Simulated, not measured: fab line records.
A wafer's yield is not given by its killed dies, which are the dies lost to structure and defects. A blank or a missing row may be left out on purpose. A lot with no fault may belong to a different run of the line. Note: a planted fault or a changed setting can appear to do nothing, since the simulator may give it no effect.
Which of the tools did it? -- flow gf180mcu -- 6 lots (18 wafers sampled), 1 step of a 602-step route

## WHAT THE GAUGES SHOWED, per wafer
GF_STI_CD_MEAS_12: target cd 220 nm.
lot,measured,on,cd nm (nm)
L535,day 2 11:51,cd sem-02,220.3 220.5 220.3
L544,day 4 09:59,cd sem-01,218.2 217.8 217.6
L547,day 5 02:26,cd sem-01,218.7 219.1 219.1
L551,day 5 22:36,cd sem-01,219.2 219.0 220.0
L553,day 6 08:03,cd sem-02,220.9 220.2 220.4
L555,day 6 18:14,cd sem-01,217.9 216.9 217.5

## EACH LOT AND THE TOOL THAT RAN IT (in order: tool; ch and the chambers of the sampled wafers; start)
Record: no process step prior to these readings.

## THE ANSWER, worked out from the rows above alone
Rule: the lots themselves supply what counts as usual. Put in order of their means at a reading, lots are off if they are a third of the lots or fewer, leave a main group of 4 or more, and stand apart from it by a gap of 3 or more times the standard deviation of the main group's means; of several such gaps the widest counts. Not used: any main group whose means are identical at the precision the tables above print for the reading. Also off: a lot with no number at a reading for which 4 or more lots have one. Where the step has rows for the other lots, those lots are counted as sound.
Nothing can be told from this: no lot is off at any reading shown.

## WHAT THE SIMULATOR HAD PUT IN
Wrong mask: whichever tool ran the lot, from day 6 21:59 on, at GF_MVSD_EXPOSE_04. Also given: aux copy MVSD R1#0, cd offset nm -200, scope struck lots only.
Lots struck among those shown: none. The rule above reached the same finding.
